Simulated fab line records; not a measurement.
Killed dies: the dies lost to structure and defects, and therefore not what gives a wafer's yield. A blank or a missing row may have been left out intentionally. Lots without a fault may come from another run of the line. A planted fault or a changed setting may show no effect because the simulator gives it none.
A struck lot beside a sound one -- flow sky130 -- 43 steps out of a route of 708
Sound: these wafers, L809.2, L809.4, L809.6. Wafers struck: L819.2, L819.4, L819.5. At the end, the cause is stated.
At each step with rows: each side's tool, then ch and its chambers, then its first start. Under that, the readings that differ: sound wafers -- struck wafers -- difference of the means -- sigmas: that difference in standard deviations of wafers without a fault.
alike: same words and numbers on both sides, and readings whose means sit less than 2 such deviations apart. not compared: any withheld reading, any reading some wafer has no value for, any bound like >300 that may hide the same value, and any number with overlapping values for which the record gives no deviation.
Wherever a step has rows on one side only, a row that says differs or no value, or a row with sigmas, the two part there. When numbers do not overlap yet have no deviation, they are printed without sigmas and do not part them. Lack of a reading on every wafer of one side parts them only where that side has two or more wafers.

SKY_LDD_P_OVL_MEAS_08:
  sound: overlay-02 at day 21 23:04; struck: overlay-01 at day 24 12:25
  alike: LDD_P_OVL
next, for these wafers, 1 step has no rows: SKY_LDD_P_IMPLANT_09.
SKY_LDD_P_STRIP_10: strips in O2/N2.
  sound on plasma asher-02 ch 1, day 21 23:14; struck on plasma asher-02 ch 0, day 24 12:35
  alike: chamber pressure mTorr, drypump motor current A, oes product au, strip time to endpoint s
  not compared: rf hours counter h
SKY_LDD_P_TW_MEAS_11:
  sound: film metro-04 at day 21 23:21; struck: film metro-02 at day 24 12:42
reading,sound,struck,difference,sigmas
LDD_P_TW,647 645 644,635 637 635,-10,-2
then, 7 steps without rows for these wafers: SKY_LDD_HVN_DEHYDRATE_00 (time 60 s); SKY_LDD_HVN_HMDS_01 (prime time 60 s); SKY_LDD_HVN_COAT_02 (resist thk 300 nm); SKY_LDD_HVN_SOFTBAKE_03 (time 60 s); SKY_LDD_HVN_EXPOSE_04 (exposes mask HVNTM, target cd 700 nm); SKY_LDD_HVN_PEB_05; SKY_LDD_HVN_DEVELOP_06 (develop time 60 s).
SKY_LDD_HVN_OVL_MEAS_07:
  sound: overlay-02 at day 23 04:50; struck: overlay-02 at day 25 18:05
  alike: LDD_HVN_OVL
SKY_LDD_HVN_IMPLANT_08:
  sound on implanter-02 ch 0, day 23 04:53; struck on implanter-03 ch 0, day 25 18:09
SKY_LDD_HVN_STRIP_09: strips in O2/N2.
  sound on plasma asher-01 ch 0,1, day 23 05:01; struck on plasma asher-04 ch 1, day 25 18:16
  alike: chamber pressure mTorr, drypump motor current A, oes product au, strip time to endpoint s
  not compared: rf hours counter h
SKY_LDD_HVN_TW_MEAS_10:
  sound: film metro-03 at day 23 05:08; struck: film metro-02 at day 25 18:23
  alike: LDD_HVN_TW
then, 7 steps without rows for these wafers: SKY_LDD_HVP_DEHYDRATE_00 (time 60 s); SKY_LDD_HVP_HMDS_01 (prime time 60 s); SKY_LDD_HVP_COAT_02 (resist thk 300 nm); SKY_LDD_HVP_SOFTBAKE_03 (time 60 s); SKY_LDD_HVP_EXPOSE_04 (exposes mask HVPTM, target cd 700 nm); SKY_LDD_HVP_PEB_05; SKY_LDD_HVP_DEVELOP_06 (develop time 60 s).
SKY_LDD_HVP_OVL_MEAS_07:
  sound: overlay-01 at day 24 10:41; struck: overlay-02 at day 26 23:50
  alike: LDD_HVP_OVL
next, for these wafers, 1 step has no rows: SKY_LDD_HVP_IMPLANT_08.
SKY_LDD_HVP_STRIP_09: strips in O2/N2.
  sound on plasma asher-03 ch 0, day 24 10:52; struck on plasma asher-04 ch 0, day 27 00:01
reading,sound,struck,difference,sigmas
strip time to endpoint s (s),4.155 4.143 4.153,4.118 4.112 4.110,-0.037,-2
  alike: chamber pressure mTorr, drypump motor current A, oes product au
  not compared: rf hours counter h
SKY_LDD_HVP_TW_MEAS_10:
  sound: film metro-01 at day 24 10:58; struck: film metro-04 at day 27 00:07
  alike: LDD_HVP_TW
then, 7 steps without rows for these wafers: SKY_LDD_LDN_DEHYDRATE_00 (time 60 s); SKY_LDD_LDN_HMDS_01 (prime time 60 s); SKY_LDD_LDN_COAT_02 (resist thk 1140 nm); SKY_LDD_LDN_SOFTBAKE_03 (time 60 s); SKY_LDD_LDN_EXPOSE_04 (exposes mask LDNTM, target cd 700 nm); SKY_LDD_LDN_PEB_05; SKY_LDD_LDN_DEVELOP_06 (develop time 60 s).
SKY_LDD_LDN_OVL_MEAS_07:
  sound: overlay-01 at day 25 16:50; struck: overlay-02 at day 28 04:39
  alike: LDD_LDN_OVL
then, 4 steps without rows for these wafers: SKY_LDD_LDN_IMPLANT_08; SKY_LDD_LDN_IMPLANT_09; SKY_LDD_LDN_IMPLANT_10; SKY_LDD_LDN_IMPLANT_11.
SKY_LDD_LDN_STRIP_12: strips in O2/N2.
  sound on plasma asher-02 ch 0, day 25 17:28; struck on plasma asher-03 ch 0,1, day 28 05:17
reading,sound,struck,difference,sigmas
drypump motor current A (A),5.1 5.2 5.2,5.8 6.2 6.2,+0.9,+3
  alike: chamber pressure mTorr, oes product au, strip time to endpoint s
  not compared: rf hours counter h
SKY_LDD_LDN_TW_MEAS_13:
  sound: film metro-03 at day 25 17:34; struck: film metro-04 at day 28 05:23
  alike: LDD_LDN_TW
then, 2 steps without rows for these wafers: SKY_LDD_LDN_CLEAN_14 (cleans in SC1/SC2, time 150 s); SKY_SPACER_CVD_00 (deposits Si3N4 from DCS/NH3, target thk 43.1 nm, time 740 s).
-- the record jumps here: 21 days lie between the struck wafers' starts before and after (it left off in module SPACER and takes up again in module PAD_OPEN, whose first step shown is number 708 of the route) --
SKY_PAD_OPEN_PROBE_99:
  sound: prober-01 at day 47 17:54; struck: prober-02 at day 49 09:01
reading,sound,struck,difference,sigmas
model.etest.tip_n_5v.rs ohm sq range,23.04 32.99 32.63,246.3 273.9 253.5,+228.3,
model.etest.tip_n_5v.rs ohm sq rim less centre,-5.31 8.055 7.312,65.84 59.75 60,+58.51,
  alike: killed_at_M0_to_M3, killed_at_M4_up, killed at contacts, killed at front end, killed at other, killed dies, killed open, killed short
  not compared: model.etest.nfet g5v0d10v5.vt v range

## WHERE THEY PART
Earliest at SKY_LDD_P_TW_MEAS_11; latest, in this record, at SKY_LDD_LDN_STRIP_12. Later steps at which nothing parts them and some readings are alike: SKY_LDD_LDN_TW_MEAS_13, SKY_PAD_OPEN_PROBE_99.

WHY: what had been put in by the simulator
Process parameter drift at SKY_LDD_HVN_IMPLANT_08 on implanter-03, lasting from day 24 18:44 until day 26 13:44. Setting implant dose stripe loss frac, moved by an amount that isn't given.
